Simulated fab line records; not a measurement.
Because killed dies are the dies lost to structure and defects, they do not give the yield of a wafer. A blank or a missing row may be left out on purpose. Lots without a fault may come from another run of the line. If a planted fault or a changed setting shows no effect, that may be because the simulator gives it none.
Problem report, 8D (eight disciplines) form, completed by code || flow sky130 || the parts of the form that need people (team, actions taken, sign-off) are left out

== 1. PROBLEM STATEMENT ==
CAP2M_TIN_RS at SKY_CAP2M_RS_MEAS_03 reads a mean of 11.95 ohm/sq on 1 wafer of 1 lot; wafers without a fault read 6.91 ohm/sq with a standard deviation of 0.077. That puts it +65 standard deviations away from the usual mean.
The step: measures by four-point-probe.
Earliest sighting: wafer L185.6 on filmMetro-04 at day 45 13:43. At this step, 30 wafers from 10 lots have a number in the record. Rule for "out" (also "out of limits"): further than 4 standard deviations from the usual mean. All remaining wafers that have a number are taken as sound.

== 2. WHAT THIS IS AND IS NOT ==
{"question": "which readings at this step", "is": "CAP2M_TIN_RS", "is not": "-"}
{"question": "which lots", "is": "L185", "is not": "L171, L174, L175, L176, L177, L178, L181, L182, L183"}
{"question": "which wafers of those lots", "is": "L185.6", "is not": "L185.1, L185.5"}
{"question": "read on which gauges", "is": "filmMetro-04", "is not": "filmMetro-01, filmMetro-02"}
{"question": "when", "is": "from day 45 13:43", "is not": "up to then (29 sound wafers)"}

== 3. THE SUSPECTS, EACH WITH WHAT RULES IT OUT ==
Counting: any tool at a process step up to the reading remains a suspect provided it ran every lot that is out. Sound lots after the first of them don't rule it out here, since some wafers of a struck lot are sound.
- the gauge at SKY_CAP2M_RS_MEAS_03 has been ruled out. All the wafers that are out were read on filmMetro-04, but those of them that SKY_CAP2M_METAL_ETCH_13 has rows for are out there too, on other tools.
- rieDiel-03 at SKY_VIA3_ETCH_15 (etches SiO2 in C4F8/O2/Ar, stops on TiN, target depth 507 nm, time 78 s): kept. L185, the lot that is out, went through it at day 45 12:03; up to then, the latest sound lot through it was L183 at day 45 08:42.
- pvdSputter-02 at SKY_METAL4_SPUTTER_00 (material Ti, target thk 15 nm, time 10 s): kept. L185, the lot that is out, went through it at day 45 13:22; up to then, the latest sound lot through it was L182 at day 45 05:10.
- pvdSputter-01 at SKY_CAP2M_SPUTTER_02 (material TiN, target thk 200 nm, time 166.7 s): kept. L185, the lot that is out, went through it at day 45 13:36; up to then, the latest sound lot through it was L183 at day 45 10:19.
- At SKY_VIA3_ETCH_15, inside rieDiel-03: chamber 0 took the wafers that are out, while their sound lot-mates went through chambers 1, 3.
After the count, these remain: rieDiel-03 at SKY_VIA3_ETCH_15, pvdSputter-02 at SKY_METAL4_SPUTTER_00 and pvdSputter-01 at SKY_CAP2M_SPUTTER_02.

== 4. THE CAUSE (what the simulator had put in) ==
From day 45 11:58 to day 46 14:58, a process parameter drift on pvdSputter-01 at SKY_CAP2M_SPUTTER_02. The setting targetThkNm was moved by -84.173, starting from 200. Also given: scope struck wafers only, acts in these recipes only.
This tool is one of the 3 suspects left after counting.

== 5. THE CHAIN OF EFFECTS, in route order ==
Rows list readings where the struck wafers' mean (over those with a number) sits beyond 3 standard deviations from the usual. Only readings for which the record gives a usual standard deviation are gone through. hours: the time from each lot's start at the first step in this table that gives one to its start at this step, as a median over the lots. sigmas: the change in usual standard deviations.
{"hours": 0, "step": "SKY_CAP2M_RS_MEAS_03", "reading": "CAP2M_TIN_RS", "usual": "6.91 ohm/sq", "on struck wafers": 11.95, "change": "+5.04", "sigmas": "+65"}
{"hours": 0, "step": "SKY_CAP2M_THK_MEAS_04", "reading": "CAP2M_TIN_THK", "usual": "201.7 nm", "on struck wafers": 119.2, "change": -82.5, "sigmas": -32}
{"hours": 22, "step": "SKY_CAP2M_METAL_ETCH_13", "reading": "oesProductAu", "usual": "0.940 a.u.", "on struck wafers": 0.710, "change": -0.230, "sigmas": -30}
{"hours": 22, "step": "SKY_CAP2M_METAL_ETCH_13", "reading": "throttleValvePct", "usual": "21.902 %", "on struck wafers": 22.050, "change": "+0.148", "sigmas": "+15"}
It contains these process steps:
- SKY_CAP2M_METAL_ETCH_13: etches TiN in Cl2/BCl3, stops on SiO2, target depth 220 nm, time 62.9 s.

== 6. WHAT WOULD HAVE CAUGHT IT SOONER ==
Counted from the fault's start at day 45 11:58, it took 2 hours until the first out-of-limits reading at a measuring or inspecting step in this record, taken at day 45 13:43.
Tool readings at SKY_CAP2M_SPUTTER_02 with a usual standard deviation given in the record: none out on any struck wafer, hence no alarm at a limit of 4 standard deviations on them.
The start of SKY_CAP2M_SPUTTER_02 on pvdSputter-01 came by day 45 13:43 for every one of the lots that are out (1). A hold on the tool at that time would have spared none of them.
